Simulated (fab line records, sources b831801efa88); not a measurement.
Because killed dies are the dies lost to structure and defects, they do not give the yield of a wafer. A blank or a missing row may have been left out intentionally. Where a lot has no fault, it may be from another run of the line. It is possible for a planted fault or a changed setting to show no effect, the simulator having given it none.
Which tool was responsible?    flow gf180mcu    14 lots with 42 wafers sampled at 3 steps, on a route of 602 steps

## WHAT EACH GAUGE READ, for each wafer
GF_DNWELL_TW_MEAS_09.
lot   measured     on             DNWELL_TW
L887  day 2 20:07  film_metro-04  1324 1329 1335
L888  day 3 00:50  film_metro-03  1364 1362 1371
L889  day 3 05:32  film_metro-01  1330 1326 1323
L890  day 3 11:32  film_metro-03  1342 1345 1339
L891  day 3 15:44  film_metro-04  1344 1350 1350
L892  day 3 20:16  film_metro-04  1336 1340 1347
L895  day 4 12:44  film_metro-03  1360 1354 1357
L897  day 5 01:24  film_metro-01  1311 1304 1306
L901  day 5 21:27  film_metro-01  1325 1318 1319
L903  day 6 08:07  film_metro-03  1351 1358 1356
L904  day 6 13:46  film_metro-04  1335 1339 1344
L908  day 7 10:47  film_metro-01  1313 1309 1316
L909  day 7 16:38  film_metro-04  1339 1338 1336
L910  day 7 22:25  film_metro-04  1347 1347 1349

GF_PSD_RS_MEAS_15: the measuring method here is four-point-probe.
lot   measured      on             PSD_RS (ohm/sq)
L887  day 14 09:05  film_metro-02  108.8 108.4 108.7
L888  day 14 14:26  film_metro-02  108.8 108.2 108.5
L889  day 14 23:26  film_metro-01  109.0 109.0 108.7
L890  day 15 15:11  film_metro-01  108.7 108.2 109.1
L891  day 15 20:19  film_metro-01  109.0 108.8 108.7
L892  day 16 05:29  film_metro-03  108.3 107.9 108.6
L895  day 16 21:55  film_metro-01  108.7 109.0 108.9
L897  day 18 02:17  film_metro-01  108.7 108.8 108.6
L901  day 19 05:37  film_metro-02  109.0 109.1 108.9
L908  day 21 17:34  film_metro-01  108.2 108.9 108.1
L909  day 21 18:51  film_metro-02  108.4 108.3 108.5
L910  day 22 04:16  film_metro-03  108.1 108.4 108.2

## WHICH TOOL RAN EACH LOT (tool, then ch and the chambers of the sampled wafers, then the start)
lot   GF_DUAL_GATE_OXIDATION_15
L887  furnace-02 ch 0, day 8 11:46
L888  furnace-01 ch 0, day 8 18:18
L889  furnace-02 ch 0, day 9 00:26
L890  furnace-01 ch 0, day 9 07:53
L891  furnace-01 ch 0, day 9 13:49
L892  furnace-01 ch 0, day 9 23:11
L895  furnace-01 ch 0, day 10 14:22
L897  furnace-02 ch 0, day 11 08:50
L901  furnace-02 ch 0, day 12 10:11
L903  furnace-01, day 12 21:12
L904  furnace-01, day 13 03:53
L908  furnace-02 ch 0, day 14 13:49
L909  furnace-01 ch 0, day 14 16:04
L910  furnace-02 ch 0, day 15 00:07
- GF_DUAL_GATE_OXIDATION_15: stabilise 600 s, purge 300 s, target thk 7.098 nm.

## AS READ BY THE TOOLS THEMSELVES (means over the sampled wafers that have a number; for cases with no such wafer, the mark the record gives instead)
GF_DUAL_GATE_OXIDATION_15.
lot   tool        ox_temp_c (C)  ox_temp_c_max  spike_tc_centre_C (C)  zone_power_lower_pct (%)
L887  furnace-02  849.7          854.3          851.7                  16.4
L888  furnace-01  850.0          853.1          851.7                  13.0
L889  furnace-02  850.3          855.5          852.4                  16.2
L890  furnace-01  849.9          852.9          851.2                  13.1
L891  furnace-01  849.6          852.6          853.4                  13.1
L892  furnace-01  850.1          853.3          851.6                  13.0
L895  furnace-01  849.6          852.8          851.8                  13.1
L897  furnace-02  850.4          855.8          852.5                  16.1
L901  furnace-02  850.1          855.3          852.2                  16.4
L903  furnace-01  -              -              -                      -
L904  furnace-01  -              -              -                      -
L908  furnace-02  849.9          854.5          852.8                  16.3
L909  furnace-01  850.3          853.9          852.2                  13.0
L910  furnace-02  850.0          854.6          852.7                  16.2

## THE ANSWER, worked out from the rows above alone
Rule: the lots themselves supply what counts as usual. The widest of any qualifying gaps counts: lots, ordered by their means at a reading, are off when they make up no more than a third of the lots, leave a main group of 4 or more, and stand apart from it by 3 or more times the standard deviation of that group's means. If all means in a main group match to the digits the tables above print for the reading, that group is not used. A lot without any number at a reading at which 4 lots or more have one is off too. Where the step has rows for the other lots, those lots are counted as sound. After the gauges, taken in route order, come the tools' own readings; for these a lot's mean is taken, as printed above. At the first step where some lot is off, the reading lying furthest off is the one used; lots without a number count as furthest.
Off: L903, L904 (GF_DUAL_GATE_OXIDATION_15, ox_temp_c). Without a number there: L903, L904. The main group has a mean of 850.0 C with a standard deviation of 0.26.
If a tool, at that step or one of the process steps before it, ran each lot that is off and ran no sound lot following the first of them, it fits. No candidate that was tried fits.

## WHAT WAS PUT IN BY THE SIMULATOR
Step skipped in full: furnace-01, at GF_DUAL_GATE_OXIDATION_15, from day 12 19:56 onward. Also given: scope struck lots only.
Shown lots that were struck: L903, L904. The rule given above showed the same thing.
